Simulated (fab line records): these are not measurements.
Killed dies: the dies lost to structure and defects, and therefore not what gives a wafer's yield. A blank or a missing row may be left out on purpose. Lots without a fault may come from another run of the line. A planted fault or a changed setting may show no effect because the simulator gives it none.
Which tool did it?	flow gf180mcu	36 wafers from 12 lots sampled at 5 of the route's 602 steps

== WHAT EACH GAUGE READ, for each wafer ==
GF_V4_THK_MEAS_01.
lot	measured	on	V4_CVD_00_THK (nm)
L252	day 23 04:35	film_metro-03	600 601 601
L253	day 23 19:41	film_metro-03	598 603 601
L254	day 24 04:59	film_metro-02	605 593 598
L256	day 24 23:07	film_metro-03	596 598 602
L257	day 25 06:07	film_metro-01	602 606 593
L259	day 26 04:56	film_metro-02	595 599 601
L262	day 27 00:24	film_metro-01	592 598 593
L266	day 28 06:26	film_metro-02	600 604 601
L267	day 28 12:46	film_metro-01	602 600 609
L268	day 28 16:49	film_metro-03	611 615 590
L269	day 29 02:02	film_metro-03	598 601 598
L271	day 29 12:22	film_metro-03	601 613 610

GF_MIM_RS_MEAS_10: measures by four-point-probe.
lot	measured	on	MIM_ALCU_RS (ohm/sq)
L252	day 24 06:58	film_metro-01	0.1608 0.1584 0.1608
L253	day 24 20:14	film_metro-03	0.1592 0.1582 0.1600
L254	day 25 06:01	film_metro-03	0.1609 0.1595 0.1600
L256	day 25 22:45	film_metro-04	0.1628 0.1637 0.1641
L257	day 26 05:25	film_metro-03	0.1612 0.1623 0.1619
L259	day 27 03:52	film_metro-04	0.1639 0.1637 0.1647
L262	day 27 23:08	film_metro-03	0.1571 0.1583 0.1566
L266	day 29 04:21	film_metro-01	0.1662 0.1682 0.1671
L267	day 29 10:17	film_metro-01	0.1678 0.1636 0.1628
L268	day 29 14:20	film_metro-04	0.1690 0.1697 0.1706
L269	day 29 23:20	film_metro-01	0.1613 0.1623 0.1616
L271	day 30 08:27	film_metro-01	0.1584 0.1588 0.1594

== WHICH TOOL RAN EACH LOT (tool, then ch and the chambers of the sampled wafers, then the start) ==
lot	GF_V4_SPUTTER_22	GF_MIM_SPUTTER_03	GF_MIM_SPUTTER_08
L252	pvd_sputter-03, day 24 05:52	pvd_sputter-04, day 24 06:40	pvd_sputter-03, day 24 06:51
L253	pvd_sputter-03, day 24 19:07	pvd_sputter-04, day 24 19:55	pvd_sputter-03, day 24 20:07
L254	pvd_sputter-03, day 25 04:57	pvd_sputter-04, day 25 05:44	pvd_sputter-03, day 25 05:56
L256	pvd_sputter-02, day 25 21:42	pvd_sputter-01, day 25 22:30	pvd_sputter-04, day 25 22:41
L257	pvd_sputter-02, day 26 04:21	pvd_sputter-01, day 26 05:08	pvd_sputter-04, day 26 05:20
L259	pvd_sputter-04, day 27 02:46	pvd_sputter-03, day 27 03:34	pvd_sputter-04, day 27 03:46
L262	pvd_sputter-04, day 27 22:05	pvd_sputter-03, day 27 22:53	pvd_sputter-01, day 27 23:05
L266	pvd_sputter-03, day 29 03:17	pvd_sputter-04, day 29 04:05	pvd_sputter-03, day 29 04:16
L267	pvd_sputter-02, day 29 09:13	pvd_sputter-01, day 29 10:01	pvd_sputter-03, day 29 10:13
L268	pvd_sputter-03, day 29 13:16	pvd_sputter-04, day 29 14:04	pvd_sputter-03, day 29 14:16
L269	pvd_sputter-02, day 29 22:16	pvd_sputter-03, day 29 23:03	pvd_sputter-01, day 29 23:15
L271	pvd_sputter-03, day 30 07:22	pvd_sputter-03, day 30 08:09	pvd_sputter-01, day 30 08:21
- GF_V4_SPUTTER_22: material TiN, target thk 10 nm, time 40 s.
- GF_MIM_SPUTTER_03: material Ti, target thk 10 nm, time 6.7 s.
- GF_MIM_SPUTTER_08: material AlCu, target thk 200 nm, time 10.6 s.

== AS READ BY THE TOOLS THEMSELVES (means over the sampled wafers that have a number; for cases with no such wafer, the mark the record gives instead) ==
GF_V4_SPUTTER_22.
lot	tool	chamber_pressure_pa (Pa)	throttle_valve_pct (%)
L252	pvd_sputter-03	5.005	29.8
L253	pvd_sputter-03	4.995	30.4
L254	pvd_sputter-03	5.003	30.7
L256	pvd_sputter-02	4.997	30.0
L257	pvd_sputter-02	5.005	29.6
L259	pvd_sputter-04	4.986	30.1
L262	pvd_sputter-04	4.996	30.3
L266	pvd_sputter-03	4.996	29.8
L267	pvd_sputter-02	4.991	29.8
L268	pvd_sputter-03	5.002	29.6
L269	pvd_sputter-02	5.005	29.9
L271	pvd_sputter-03	4.998	29.3

GF_MIM_SPUTTER_03.
lot	tool	chamber_pressure_pa (Pa)	throttle_valve_pct (%)
L252	pvd_sputter-04	0.3002	29.3
L253	pvd_sputter-04	0.3002	30.1
L254	pvd_sputter-04	0.3000	29.2
L256	pvd_sputter-01	0.2997	28.9
L257	pvd_sputter-01	0.2995	29.0
L259	pvd_sputter-03	0.3000	30.4
L262	pvd_sputter-03	0.2995	30.9
L266	pvd_sputter-04	0.3001	29.9
L267	pvd_sputter-01	0.2995	28.8
L268	pvd_sputter-04	0.3002	30.1
L269	pvd_sputter-03	0.2999	29.9
L271	pvd_sputter-03	0.2996	31.0

GF_MIM_SPUTTER_08.
lot	tool	chamber_pressure_pa (Pa)	throttle_valve_pct (%)
L252	pvd_sputter-03	0.4000	29.6
L253	pvd_sputter-03	0.4011	30.5
L254	pvd_sputter-03	0.4000	29.9
L256	pvd_sputter-04	0.4003	30.2
L257	pvd_sputter-04	0.4001	29.0
L259	pvd_sputter-04	0.3997	31.0
L262	pvd_sputter-01	0.3996	29.5
L266	pvd_sputter-03	0.4651	27.9
L267	pvd_sputter-03	0.4649	28.3
L268	pvd_sputter-03	0.4647	27.1
L269	pvd_sputter-01	0.3994	28.9
L271	pvd_sputter-01	0.4006	28.8

== THE ANSWER, worked out from the rows above alone ==
Rule: what is usual is taken from the lots themselves. The widest of any qualifying gaps counts: lots, ordered by their means at a reading, are off when they make up no more than a third of the lots, leave a main group of 4 or more, and stand apart from it by 3 or more times the standard deviation of that group's means. Not used: any main group whose means are identical at the precision the tables above print for the reading. A lot without any number at a reading at which 4 lots or more have one is off too. Where the step has rows for the other lots, those lots are counted as sound. After the gauges, taken in route order, come the tools' own readings; for these a lot's mean is taken, as printed above. The first step at which some lot is off is used, and at that step the reading that is off furthest; a lot without a number counts as furthest.
Off, at GF_MIM_SPUTTER_08 on chamber_pressure_pa: L266, L267, L268. Main group: mean 0.4001 Pa, sd 0.0005.
A tool fits if, at that step or a process step before it, it ran every lot that is off, and no sound lot after the first of them. One fits: pvd_sputter-03 at GF_MIM_SPUTTER_08. Its last sound lot is L254 (day 25 05:56), its first lot that is off L266 (day 29 04:16): a fault that began between those two fits.
On the lots that are off, the tool's own readings at GF_MIM_SPUTTER_08 differ by more than 5 times the standard deviation of the sound lots' means, which bears it out; chamber_pressure_pa reads 0.4649 Pa there versus 0.4001 Pa on the sound lots.

== WHAT HAD BEEN PUT IN BY THE SIMULATOR ==
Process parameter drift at GF_MIM_SPUTTER_08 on pvd_sputter-03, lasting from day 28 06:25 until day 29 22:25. Setting chamber_pressure_pa, moved by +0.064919, from 0.4. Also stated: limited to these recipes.
Struck lots among those shown: L266, L267, L268. The rule above found the same.
